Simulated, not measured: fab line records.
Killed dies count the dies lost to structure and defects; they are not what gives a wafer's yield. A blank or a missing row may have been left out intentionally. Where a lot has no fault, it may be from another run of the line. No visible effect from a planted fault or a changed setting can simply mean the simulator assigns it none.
fab line records	flow gf180mcu
[record] lots = 6	wafers = 18	lastDay = 34
route steps=602 shown HV_LDD@193
lots untouched by any fault: they come from a run of this same line in which no faults occurred
startH: start of the lot's first displayed wafer, in hours after the record's first day	waitH: hours from the lot's prior step to this one	" the same as in the row above	L1.1+2: one row covering several wafers at once	- either no value or no given start	* or withheld: withheld	< > ~ a bound
route shown NAME@n: NAME is a module with steps in the file, n the number in the route of the first one	usual: average and standard deviation across the fault-free wafers	same: alike in all rows	chamber/n: place in a boat	sites: the reading at each site	_std_site: standard deviation of those values	_edge_site: outer sites' mean less inner sites'	radiusMm: how far each site lies from the wafer's centre	mask NAME#n: copy n	behind: tool/chamber where the wafer was last shaped	hold: cause of the lot's hold/its duration in hours/its outcome	device: the n, p or np transistor that did not switch	end of line: at the end of the route, the tests of the same wafers	a step given without rows: its recipe and nothing more	killed: at the first sort, the dies lost to defects and structure; wafer yield is something else	map: a wafer's dies, x killed, . not, _ none there
set.NAME: the run value of the setting; set.NAME@STEP: its run value at that earlier step	model.NAME: the simulator's own value behind a step, which no gauge read
certain route steps with their lots: each step a table, each wafer a row
services: the hour from which a tool's chamber was out of use, counted from the record's first day as startH (under 0 if before that day), plus the number of hours and why
[[steps]]
[step GF_HV_LDD_PEB_17]
[recipe] tempC = withheld	timeS = *	resist = NOVOLAK
[step GF_HV_LDD_DEVELOP_18]
[recipe] developTimeS = 60	devTempC = 23
[step GF_HV_LDD_CD_MEAS_19]
[recipe] targetCdNm = 400
[usual] cdNm = 400.0/2.2
lot.wafer	tool	chamber	startH	waitH	cdNm
L681.2	cdSem-02	-	245.82	0.1	397.4
L681.3	"	-	"	"	399.9
L681.6	"	-	"	"	397.1
L686.1	cdSem-02	-	267.30	0.1	397.8
L686.3	"	-	"	"	398.1
L686.6	"	-	"	"	398.6
L693.1	cdSem-02	-	326.80	0.1	400.9
L693.2	"	-	"	"	400.5
L693.6	"	-	"	"	401.7
L694.2	cdSem-02	-	332.72	0.1	396.8
L694.3	"	-	"	"	400.2
L694.6	"	-	"	"	398.0
L700.3	cdSem-01	-	379.84	0.1	401.0
L700.5	"	-	"	"	400.0
L700.6	"	-	"	"	400.5
L704.2	cdSem-01	-	409.62	0.1	402.7
L704.3	"	-	"	"	401.6
L704.6	"	-	"	"	402.3
[step GF_HV_LDD_OVL_MEAS_20]
[usual] HV_LDD_01_OVL = 0.9/1.4
lot.wafer	tool	chamber	startH	waitH	HV_LDD_01_OVL[nm]
L681.2	overlay-01	-	245.93	0.1	3.3
L681.3	"	-	"	"	2.6
L681.6	"	-	"	"	0.4
L686.1	overlay-02	-	267.42	0.1	2.1
L686.3	"	-	"	"	-0.5
L686.6	"	-	"	"	1.3
L693.1	overlay-02	-	326.92	0.1	2.0
L693.2	"	-	"	"	1.9
L693.6	"	-	"	"	2.4
L694.2	overlay-02	-	332.83	0.1	0.2
L694.3	"	-	"	"	0.7
L694.6	"	-	"	"	0.6
L700.3	overlay-02	-	379.93	0.1	0.4
L700.5	"	-	"	"	2.3
L700.6	"	-	"	"	-0.3
L704.2	overlay-02	-	409.73	0.1	1.5
L704.3	"	-	"	"	2.2
L704.6	"	-	"	"	1.2
[step GF_HV_LDD_IMPLANT_21]
[recipe] species = BF2	energyKev = 25	doseCm2 = 5e+13	tiltDeg = 7
[step GF_HV_LDD_STRIP_22]
[recipe] chemistry = O2/N2	powerW = 1400	pressureMtorr = 1500	platenTempC = 250	o2FlowSccm = 3000	n2FlowSccm = 300	overashFraction = 0.5
[usual] drypumpMotorCurrentA = 5.8/0.36	heaterPowerW = 322/13	oesProductAu = 0.716/0.0043	stripTimeToEndpointS = 12.62/0.033
[same] overashFraction = 0.5
lot.wafer	tool	chamber	startH	waitH	drypumpMotorCurrentA	heaterPowerW	oesProductAu	rfHoursCounterH	stripTimeToEndpointS
L681.2	plasmaAsher-02	1	246.11	0.1	5.7	342	0.712	15	12.64
L681.3	"	1	"	"	5.7	344	0.714	-	12.60
L681.6	"	1	"	"	5.7	348	0.709	-	12.61
L686.1	plasmaAsher-03	1	267.61	0.1	6.0	320	0.715	50	12.62
L686.3	"	1	"	"	6.0	337	0.718	-	12.65
L686.6	"	0	"	"	6.5	331	0.728	-	12.63
L693.1	plasmaAsher-03	1	327.10	0.1	6.0	326	0.721	58	12.60
L693.2	"	0	"	"	6.5	335	0.727	58	12.65
L693.6	"	0	"	"	6.5	337	0.711	-	12.66
L694.2	plasmaAsher-01	1	333.01	0.1	5.3	308	0.719	56	12.68
L694.3	"	1	"	"	5.3	311	0.709	-	12.67
L694.6	"	0	"	"	5.9	320	0.711	-	12.63
L700.3	plasmaAsher-01	1	380.14	0.1	5.3	306	0.711	-	12.66
L700.5	"	1	"	"	5.4	309	0.711	-	12.62
L700.6	"	0	"	"	5.9	332	0.716	-	12.59
L704.2	plasmaAsher-02	1	409.91	0.1	5.7	348	0.715	26	12.70
L704.3	"	0	"	"	6.0	315	0.714	-	12.66
L704.6	"	1	"	"	5.7	346	0.719	-	12.65
[step GF_HV_LDD_TW_MEAS_23]
[usual] HV_LDD_2_TW = 1052/10
lot.wafer	tool	chamber	startH	waitH	HV_LDD_2_TW
L681.2	filmMetro-02	-	246.22	0.1	1038
L681.3	"	-	"	"	1036
L681.6	"	-	"	"	1041
L686.1	filmMetro-03	-	267.71	0.1	1062
L686.3	"	-	"	"	1059
L686.6	"	-	"	"	1065
L693.1	filmMetro-04	-	327.20	0.1	1067
L693.2	"	-	"	"	1065
L693.6	"	-	"	"	1067
L694.2	filmMetro-03	-	333.12	0.1	1049
L694.3	"	-	"	"	1052
L694.6	"	-	"	"	1051
L700.3	filmMetro-02	-	380.22	0.1	1040
L700.5	"	-	"	"	1039
L700.6	"	-	"	"	1039
L704.2	filmMetro-03	-	410.02	0.1	1048
L704.3	"	-	"	"	1046
L704.6	"	-	"	"	1057
[step GF_HV_LDD_DEHYDRATE_24]
[recipe] tempC = 200	timeS = 60
[step GF_HV_LDD_HMDS_25]
[recipe] primeTimeS = 60	primeTempC = 120
[step GF_HV_LDD_COAT_26]
[recipe] resist = NOVOLAK	spinRpm = 3000	resistThkNm = 1000
[step GF_HV_LDD_SOFTBAKE_27]
[recipe] tempC = 90	timeS = 60	resist = NOVOLAK
[step GF_HV_LDD_EXPOSE_28]
[recipe] maskId = Nplus_HV_AREA	targetCdNm = 400	na = 0.6	sourceShape = conventional	sigmaOuter = 0.6	doseMj = 140
[step GF_HV_LDD_PEB_29]
[recipe] tempC = withheld	timeS = *	resist = NOVOLAK
[usual] chillPlateTempC = *	exhaustPa = 45.1/0.75
lot.wafer	tool	chamber	startH	waitH	chillPlateTempC	exhaustPa
L681.2	lithoTrack-01	0	264.47	-	*	43.6
L681.3	"	0	"	"	*	43.3
L681.6	"	0	"	"	*	43.4
L686.1	lithoTrack-01	0	286.80	-	*	44.1
L686.3	"	0	"	"	*	43.9
L686.6	"	0	"	"	*	44.5
L693.1	lithoTrack-04	-	347.35	-	-	-
L693.2	"	-	"	"	-	-
L693.6	"	-	"	"	-	-
L694.2	lithoTrack-01	-	354.22	-	-	-
L694.3	"	-	"	"	-	-
L694.6	"	-	"	"	-	-
L700.3	lithoTrack-03	0	402.75	-	*	45.0
L700.5	"	0	"	"	*	45.1
L700.6	"	0	"	"	*	45.1
L704.2	lithoTrack-03	0	433.42	-	*	42.9
L704.3	"	0	"	"	*	45.1
L704.6	"	0	"	"	*	43.6
[step GF_HV_LDD_DEVELOP_30]
[recipe] developTimeS = 60	devTempC = 23
[[services]]
tool	chamber	startH	hours	kind
plasmaAsher-03	-	246.89	0.9	repair
plasmaAsher-01	-	273.58	0.8	repair
plasmaAsher-02	-	285.41	55.8	repair
lithoTrack-01	-	315.67	-	consumableReplace:filter
[[key]]
[firstSign] step = GF_HV_LDD_PEB_29	reading = toolRecord	direction = missing
effect none on later readings
metAt GF_HV_LDD_PEB_29
struckWafers L693.1,L693.2,L693.6,L694.2,L694.3,L694.6
sortLeftOut L693.1,L693.2,L693.6,L694.2,L694.3,L694.6
testerLeftOut L693,L694
onsetBetween 286.80 347.35
[fault] kind = skippedStepWhole	tool = lithoTrack-01,lithoTrack-04	chamber = -	onsetH = 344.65	steps = GF_HV_LDD_PEB_29	scope = struckLotsOnly
// testerLeftOut: of these lots the tester's yield and bins aren't shown, on N5 and GAA mostly nor the transistor test; their killed dies are dies lost to structure and defects alone, not to doping, threshold or leakage, so they don't give the yield
// sortLeftOut: the simulated sort isn't trusted on such a fault, so these wafers' sort isn't shown, and their yield isn't known
